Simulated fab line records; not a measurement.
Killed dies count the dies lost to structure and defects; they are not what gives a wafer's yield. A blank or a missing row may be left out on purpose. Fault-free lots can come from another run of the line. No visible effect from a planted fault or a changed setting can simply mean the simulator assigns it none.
fab line records | flow sky130
record: lots: 15 | wafers: 45 | lastDay: 50
route steps=708 shown FIELD_ISO@15 DNWELL@41 NWELL@76 VT_ADJUST_PCH@150
lots with no fault: from the same line, run without faults
startH: start of the lot's first displayed wafer, in hours after the record's first day | waitH: hours elapsed since this lot's preceding step | " identical to the entry in the row above | L1.1+2: one row covering several wafers at once | - no value, or no start was given | * or withheld: withheld | < > ~ a bound
route shown NAME@n: names a module that has steps shown in the file, with the first one's number in the route | usual: the fault-free wafers' mean and standard deviation | same: alike in all rows | chamber/n: place in a boat | sites: per-site readings | _std_site: the values' standard deviation | _edge_site: inner sites' mean taken away from outer sites' mean | radiusMm: how far each site lies from the wafer's centre | mask NAME#n: copy n | behind: the last tool/chamber to shape the wafer | hold: why the lot went on hold/how many hours it stayed there/how the hold came to an end | device: names the non-switching transistor (n, p or np) | end of line: tests of these same wafers at the route's end | a step without rows: its recipe alone | killed: the dies lost at the first sort to structure and to defects; this is not the yield of the wafer | map: a wafer's dies, x killed, . not, _ none there
set.NAME: setting as actually run; set.NAME@STEP: the setting as run at that earlier step | model.NAME: the simulator's own value behind a step, which no gauge read
one table for each step of the route and one row for each wafer, over a sample of lots
services: the hour from which a tool's chamber was out of use, counted from the record's first day as startH (under 0 if before that day), plus the number of hours and why
== steps ==
step: SKY_FIELD_ISO_ETCH_14
recipe: chemistry: N2/H2 | target: BARC | ionEnergyEv: 200 | sourceW: 493.9 | biasW: 100 | pressureMtorr: 30 | n2FlowSccm: 100 | h2FlowSccm: 200 | stopOn: SiO2 | timeS: 45.9 | targetDepthA: 600
usual: drypumpMotorCurrentA: 5.7/0.42 | oesProductAu: 0.855/0.0045 | throttleValvePct: 13.223/0.0092
lot.wafer | tool       | chamber | startH | waitH | drypumpMotorCurrentA | oesProductAu | rfHoursCounterH | throttleValvePct
L510.1    | rieDiel-04 | 2       | 31.41  | 0.1   | 5.5                  | 0.855        | 58              | 13.217
L510.3    | "          | 0       | "      | "     | 6.2                  | 0.854        | 4               | 13.224
L510.5    | "          | 2       | "      | "     | 5.5                  | 0.858        | -               | 13.224
L511.1    | rieDiel-04 | 0       | 35.31  | 0.1   | 6.2                  | 0.858        | 4               | 13.223
L511.3    | "          | 3       | "      | "     | 5.5                  | 0.859        | 3               | 13.227
L511.4    | "          | 0       | "      | "     | 6.2                  | 0.854        | -               | 13.212
L512.2    | rieDiel-01 | 2       | 40.11  | 0.1   | 5.3                  | 0.862        | 86              | 13.225
L512.3    | "          | 3       | "      | "     | 5.0                  | 0.859        | 168             | 13.219
L512.4    | "          | 0       | "      | "     | 6.4                  | 0.848        | 139             | 13.223
L513.2    | rieDiel-02 | 0       | 43.89  | 0.1   | 6.0                  | 0.858        | 5               | 13.240
L513.3    | "          | 2       | "      | "     | 5.7                  | 0.850        | 5               | 13.215
L513.5    | "          | 3       | "      | "     | 6.1                  | 0.852        | -               | 13.236
L517.1    | rieDiel-02 | 1       | 67.39  | 0.1   | 5.7                  | 0.856        | 140             | 13.238
L517.3    | "          | 2       | "      | "     | 5.7                  | 0.863        | 5               | 13.220
L517.5    | "          | 0       | "      | "     | 6.0                  | 0.865        | -               | 13.219
L518.3    | rieDiel-01 | 2       | 70.54  | 0.1   | 5.3                  | 0.862        | 87              | 13.214
L518.4    | "          | 1       | "      | "     | 5.9                  | 0.850        | 9               | 13.219
L518.5    | "          | 0       | "      | "     | 6.4                  | 0.862        | -               | 13.215
L519.1    | rieDiel-04 | 0       | 77.26  | 0.1   | 6.2                  | 0.850        | 5               | 13.224
L519.3    | "          | 1       | "      | "     | 5.4                  | 0.855        | 82              | 13.229
L519.4    | "          | 2       | "      | "     | 5.5                  | 0.854        | 59              | 13.211
L522.1    | rieDiel-02 | 1       | 90.06  | 0.1   | 5.7                  | 0.847        | 141             | 13.219
L522.5    | "          | 0       | "      | "     | 6.0                  | 0.850        | -               | 13.225
L522.6    | "          | 3       | "      | "     | 6.1                  | 0.852        | -               | 13.212
L526.2    | rieDiel-02 | 1       | 112.31 | 0.1   | 5.7                  | 0.860        | 141             | 13.241
L526.4    | "          | 3       | "      | "     | 6.2                  | 0.861        | 4               | 13.219
L526.6    | "          | 2       | "      | "     | 5.7                  | 0.861        | -               | 13.222
L527.1    | rieDiel-01 | 3       | 118.83 | 0.1   | 5.0                  | 0.858        | 0               | 13.227
L527.5    | "          | 3       | "      | "     | 5.0                  | 0.863        | -               | 13.226
L527.6    | "          | 2       | "      | "     | 5.3                  | 0.853        | -               | 13.220
L528.2    | rieDiel-02 | 0       | 125.36 | 0.1   | 6.0                  | 0.853        | 6               | 13.229
L528.3    | "          | 3       | "      | "     | 6.1                  | 0.852        | 4               | 13.217
L528.6    | "          | 3       | "      | "     | 6.1                  | 0.863        | -               | 13.229
L529.1    | rieDiel-04 | 1       | 129.46 | 0.1   | 5.5                  | 0.857        | 83              | 13.214
L529.2    | "          | 3       | "      | "     | 5.5                  | 0.852        | 5               | 13.221
L529.6    | "          | 3       | "      | "     | 5.4                  | 0.860        | -               | 13.218
L530.2    | rieDiel-04 | 3       | 134.24 | 0.1   | 5.4                  | 0.854        | 5               | 13.230
L530.3    | "          | 1       | "      | "     | 5.4                  | 0.859        | 83              | 13.214
L530.5    | "          | 3       | "      | "     | 5.4                  | 0.859        | -               | 13.218
L531.3    | rieDiel-01 | 3       | 137.69 | 0.1   | 5.0                  | 0.843        | 1               | 13.217
L531.4    | "          | 1       | "      | "     | 5.9                  | 0.852        | 11              | 13.219
L531.5    | "          | 0       | "      | "     | 6.4                  | 0.854        | -               | 13.236
L533.4    | rieDiel-01 | 2       | 152.71 | 0.0   | 5.3                  | 0.849        | 89              | 13.234
L533.5    | "          | 1       | "      | "     | 5.9                  | 0.855        | -               | 13.214
L533.6    | "          | 2       | "      | "     | 5.3                  | 0.852        | -               | 13.218
step: SKY_DNWELL_DEVELOP_06
recipe: wallAngleDeg: 90 | developer: TMAH | developTimeS: 60 | devTempC: 23
usual: chillPlateTempC: 22.99/0.099 | developTimeS: 60/0
lot.wafer | tool          | chamber | startH | waitH | chillPlateTempC | developTimeS
L510.1    | lithoTrack-04 | 0       | 54     | -     | 23.02           | 60
L510.3    | "             | 0       | "      | "     | 22.84           | 60
L510.5    | "             | 0       | "      | "     | 23.08           | 60
L511.1    | lithoTrack-03 | 0       | 60     | -     | 22.81           | 60
L511.3    | "             | 0       | "      | "     | 22.95           | 60
L511.4    | "             | 0       | "      | "     | 22.97           | 60
L512.2    | lithoTrack-02 | 0       | 64     | -     | 23.00           | 60
L512.3    | "             | 0       | "      | "     | 23.10           | 60
L512.4    | "             | 0       | "      | "     | 23.05           | 60
L513.2    | lithoTrack-02 | 0       | 68     | -     | 23.03           | 60
L513.3    | "             | 0       | "      | "     | 22.97           | 60
L513.5    | "             | 0       | "      | "     | 22.87           | 60
L517.1    | lithoTrack-02 | -       | 90     | -     | -               | -
L517.3    | "             | -       | "      | "     | -               | -
L517.5    | "             | -       | "      | "     | -               | -
L518.3    | lithoTrack-04 | -       | 96     | -     | -               | -
L518.4    | "             | -       | "      | "     | -               | -
L518.5    | "             | -       | "      | "     | -               | -
L519.1    | lithoTrack-04 | -       | 102    | -     | -               | -
L519.3    | "             | -       | "      | "     | -               | -
L519.4    | "             | -       | "      | "     | -               | -
L522.1    | lithoTrack-02 | 0       | 117    | -     | 22.88           | 60
L522.5    | "             | 0       | "      | "     | 22.85           | 60
L522.6    | "             | 0       | "      | "     | 22.89           | 60
L526.2    | lithoTrack-02 | 0       | 140    | -     | 23.09           | 60
L526.4    | "             | 0       | "      | "     | 23.02           | 60
L526.6    | "             | 0       | "      | "     | 23.07           | 60
L527.1    | lithoTrack-02 | 0       | 159    | -     | 22.83           | 60
L527.5    | "             | 0       | "      | "     | 22.96           | 60
L527.6    | "             | 0       | "      | "     | 23.03           | 60
L529.1    | lithoTrack-02 | 0       | 167    | -     | 23.03           | 60
L529.2    | "             | 0       | "      | "     | 22.99           | 60
L529.6    | "             | 0       | "      | "     | 23.00           | 60
L528.2    | lithoTrack-04 | 0       | 167    | -     | 23.16           | 60
L528.3    | "             | 0       | "      | "     | 23.00           | 60
L528.6    | "             | 0       | "      | "     | 23.04           | 60
L531.3    | lithoTrack-04 | 0       | 170    | -     | 22.87           | 60
L531.4    | "             | 0       | "      | "     | 22.88           | 60
L531.5    | "             | 0       | "      | "     | 23.09           | 60
L530.2    | lithoTrack-04 | 0       | 170    | -     | 23.01           | 60
L530.3    | "             | 0       | "      | "     | 22.96           | 60
L530.5    | "             | 0       | "      | "     | 22.89           | 60
L533.4    | lithoTrack-04 | 0       | 181    | -     | 23.18           | 60
L533.5    | "             | 0       | "      | "     | 23.01           | 60
L533.6    | "             | 0       | "      | "     | 23.14           | 60
step: SKY_DNWELL_TW_MEAS_09
usual: DNWELL_TW: 1112/7.5
lot.wafer | tool         | chamber | startH | waitH | DNWELL_TW
L510.1    | filmMetro-01 | -       | 54.49  | 0.1   | 1107
L510.3    | "            | -       | "      | "     | 1106
L510.5    | "            | -       | "      | "     | 1109
L511.1    | filmMetro-01 | -       | 61.22  | 0.1   | 1114
L511.3    | "            | -       | "      | "     | 1114
L511.4    | "            | -       | "      | "     | 1113
L512.2    | filmMetro-01 | -       | 64.80  | 0.1   | 1108
L512.3    | "            | -       | "      | "     | 1103
L512.4    | "            | -       | "      | "     | 1109
L513.2    | filmMetro-01 | -       | 68.50  | 0.1   | 1110
L513.3    | "            | -       | "      | "     | 1109
L513.5    | "            | -       | "      | "     | 1104
L517.1    | filmMetro-01 | -       | 90.74  | 0.1   | 30
L517.3    | "            | -       | "      | "     | 30
L517.5    | "            | -       | "      | "     | 30
L518.3    | filmMetro-04 | -       | 96.91  | 0.1   | 30
L518.4    | "            | -       | "      | "     | 30
L518.5    | "            | -       | "      | "     | 30
L519.1    | filmMetro-03 | -       | 102.54 | 0.1   | 30
L519.3    | "            | -       | "      | "     | 30
L519.4    | "            | -       | "      | "     | 30
L522.1    | filmMetro-01 | -       | 118.19 | 0.1   | 1103
L522.5    | "            | -       | "      | "     | 1096
L522.6    | "            | -       | "      | "     | 1108
L526.2    | filmMetro-01 | -       | 140.60 | 0.1   | 1108
L526.4    | "            | -       | "      | "     | 1106
L526.6    | "            | -       | "      | "     | 1107
L527.1    | filmMetro-04 | -       | 159.94 | 0.1   | 1118
L527.5    | "            | -       | "      | "     | 1113
L527.6    | "            | -       | "      | "     | 1110
L529.1    | filmMetro-01 | -       | 167.84 | 0.1   | 1121
L529.2    | "            | -       | "      | "     | 1122
L529.6    | "            | -       | "      | "     | 1122
L528.2    | filmMetro-03 | -       | 167.85 | 0.1   | 1107
L528.3    | "            | -       | "      | "     | 1107
L528.6    | "            | -       | "      | "     | 1108
L531.3    | filmMetro-03 | -       | 170.66 | 0.1   | 1114
L531.4    | "            | -       | "      | "     | 1118
L531.5    | "            | -       | "      | "     | 1114
L530.2    | filmMetro-01 | -       | 171.00 | 0.1   | 1122
L530.3    | "            | -       | "      | "     | 1126
L530.5    | "            | -       | "      | "     | 1126
L533.4    | filmMetro-04 | -       | 182.27 | 0.1   | 1115
L533.5    | "            | -       | "      | "     | 1109
L533.6    | "            | -       | "      | "     | 1119
step: SKY_NWELL_OVL_MEAS_23
usual: NWELL_01_OVL: 0.0/1.3
lot.wafer | tool       | chamber | startH | waitH | NWELL_01_OVL[nm]
L510.1    | overlay-01 | -       | 105.57 | -     | 2.5
L510.3    | "          | -       | "      | "     | 2.8
L510.5    | "          | -       | "      | "     | 2.2
L511.1    | overlay-02 | -       | 113.49 | -     | 0.0
L511.3    | "          | -       | "      | "     | -1.9
L511.4    | "          | -       | "      | "     | 0.5
L512.2    | overlay-02 | -       | 117.24 | -     | -0.7
L512.3    | "          | -       | "      | "     | -1.6
L512.4    | "          | -       | "      | "     | -1.1
L513.2    | overlay-01 | -       | 120.82 | -     | -1.7
L513.3    | "          | -       | "      | "     | -0.1
L513.5    | "          | -       | "      | "     | -1.3
L517.1    | overlay-01 | -       | 146.12 | -     | 1.5
L517.3    | "          | -       | "      | "     | 0.4
L517.5    | "          | -       | "      | "     | 2.0
L518.3    | overlay-01 | -       | 152.25 | -     | 0.0
L518.4    | "          | -       | "      | "     | 1.3
L518.5    | "          | -       | "      | "     | 1.6
L519.1    | overlay-02 | -       | 158.39 | -     | 1.2
L519.3    | "          | -       | "      | "     | -0.9
L519.4    | "          | -       | "      | "     | 0.5
L522.1    | overlay-01 | -       | 175.09 | -     | 0.4
L522.5    | "          | -       | "      | "     | 1.8
L522.6    | "          | -       | "      | "     | -1.0
L526.2    | overlay-01 | -       | 201.24 | -     | 0.9
L526.4    | "          | -       | "      | "     | 0.4
L526.6    | "          | -       | "      | "     | -0.8
L527.1    | overlay-01 | -       | 224.49 | -     | 1.1
L527.5    | "          | -       | "      | "     | 1.0
L527.6    | "          | -       | "      | "     | 1.4
L529.1    | overlay-02 | -       | 231.74 | -     | 1.2
L529.2    | "          | -       | "      | "     | 0.1
L529.6    | "          | -       | "      | "     | 0.2
L528.2    | overlay-02 | -       | 232.44 | -     | 1.0
L528.3    | "          | -       | "      | "     | 1.1
L528.6    | "          | -       | "      | "     | 0.6
L531.3    | overlay-01 | -       | 236.28 | -     | 1.4
L531.4    | "          | -       | "      | "     | 2.0
L531.5    | "          | -       | "      | "     | 0.2
L530.2    | overlay-01 | -       | 237.22 | -     | -2.5
L530.3    | "          | -       | "      | "     | -1.7
L530.5    | "          | -       | "      | "     | 0.8
L533.4    | overlay-02 | -       | 249.19 | -     | 0.4
L533.5    | "          | -       | "      | "     | 0.6
L533.6    | "          | -       | "      | "     | 0.5
step: SKY_VT_ADJUST_PCH_OVL_MEAS_07
usual: VT_ADJUST_PCH_OVL: -0.1/1.6
lot.wafer | tool       | chamber | startH | waitH | VT_ADJUST_PCH_OVL[nm]
L510.1    | overlay-01 | -       | 226.52 | -     | 0.3
L510.3    | "          | -       | "      | "     | 2.8
L510.5    | "          | -       | "      | "     | 1.8
L511.1    | overlay-02 | -       | 235.33 | -     | -2.9
L511.3    | "          | -       | "      | "     | 0.2
L511.4    | "          | -       | "      | "     | -0.1
L512.2    | overlay-02 | -       | 239.84 | -     | -1.0
L512.3    | "          | -       | "      | "     | -1.1
L512.4    | "          | -       | "      | "     | -1.8
L513.2    | overlay-01 | -       | 246.20 | -     | -1.8
L513.3    | "          | -       | "      | "     | -1.4
L513.5    | "          | -       | "      | "     | -1.7
L517.1    | overlay-02 | -       | 277.12 | -     | -1.8
L517.3    | "          | -       | "      | "     | -1.8
L517.5    | "          | -       | "      | "     | -0.7
L518.3    | overlay-01 | -       | 288.65 | -     | -0.6
L518.4    | "          | -       | "      | "     | -1.0
L518.5    | "          | -       | "      | "     | 0.4
L519.1    | overlay-02 | -       | 293.59 | -     | -1.1
L519.3    | "          | -       | "      | "     | -2.7
L519.4    | "          | -       | "      | "     | -1.1
L522.1    | overlay-02 | -       | 315.49 | -     | 0.1
L522.5    | "          | -       | "      | "     | 1.3
L522.6    | "          | -       | "      | "     | 2.0
L526.2    | overlay-02 | -       | 349.09 | -     | -1.4
L526.4    | "          | -       | "      | "     | -3.1
L526.6    | "          | -       | "      | "     | -0.6
L527.1    | overlay-01 | -       | 380.47 | -     | 0.6
L527.5    | "          | -       | "      | "     | 1.8
L527.6    | "          | -       | "      | "     | 2.3
L529.1    | overlay-01 | -       | 388.18 | -     | 0.5
L529.2    | "          | -       | "      | "     | -0.7
L529.6    | "          | -       | "      | "     | -0.3
L528.2    | overlay-02 | -       | 388.89 | -     | -0.2
L528.3    | "          | -       | "      | "     | 0.6
L528.6    | "          | -       | "      | "     | -0.5
L531.3    | overlay-02 | -       | 393.45 | -     | 0.0
L531.4    | "          | -       | "      | "     | 0.6
L531.5    | "          | -       | "      | "     | 0.1
L530.2    | overlay-01 | -       | 394.07 | -     | 0.2
L530.3    | "          | -       | "      | "     | 0.7
L530.5    | "          | -       | "      | "     | 0.5
L533.4    | overlay-01 | -       | 413.41 | -     | 0.0
L533.5    | "          | -       | "      | "     | 3.1
L533.6    | "          | -       | "      | "     | 2.1
== services ==
tool       | chamber | startH | hours | kind
rieDiel-04 | 2       | 10.05  | 9.6   | repair
rieDiel-02 | -       | 24.67  | 0.5   | repair
rieDiel-04 | 1       | 30.33  | 5.3   | repair
rieDiel-01 | 3       | 77.79  | -     | clean
rieDiel-01 | 3       | 77.79  | 20.6  | scheduledDown
rieDiel-01 | 3       | 77.79  | 20.6  | ventCycle
rieDiel-01 | -       | 87.80  | 2.8   | pm
rieDiel-02 | -       | 100.20 | 2.8   | pm
rieDiel-04 | 1       | 103.29 | 6.7   | repair
rieDiel-04 | 0       | 119.15 | 14.3  | repair
rieDiel-04 | 2       | 125.97 | 5.7   | repair
rieDiel-01 | 0       | 126.15 | 10.3  | repair
rieDiel-01 | 3       | 135.28 | 1.4   | repair
rieDiel-02 | 3       | 146.37 | 32.4  | repair
rieDiel-04 | 3       | 171.24 | 3.9   | repair
== key ==
firstSign: step: SKY_DNWELL_DEVELOP_06 | reading: toolRecord | direction: missing
effect: step: SKY_DNWELL_TW_MEAS_09 | reading: DNWELL_TW | direction: down | sigmas: 99+ | usual: 1112 | struck: 30
metAt SKY_DNWELL_DEVELOP_06
struckLots L517,L518,L519
sortLeftOut L517.1,L517.3,L517.5,L518.3,L518.4,L518.5,L519.1,L519.3,L519.4
testerLeftOut L517,L518,L519
notActingAt SKY_FIELD_ISO_ETCH_14,SKY_NWELL_OVL_MEAS_23,SKY_VT_ADJUST_PCH_OVL_MEAS_07
onsetBetween 68 90
fault: kind: skippedStepWhole | tool: lithoTrack-02,lithoTrack-04 | chamber: - | onsetH: 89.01 | steps: SKY_DNWELL_DEVELOP_06 | scope: struckLotsOnly
testerLeftOut: of these lots the tester's yield and bins aren't shown, on N5 and GAA mostly nor the transistor test; their killed dies are dies lost to structure and defects alone, not to doping, threshold or leakage, so they don't give the yield
sortLeftOut: the simulated sort isn't trusted on such a fault, so these wafers' sort isn't shown, and their yield isn't known
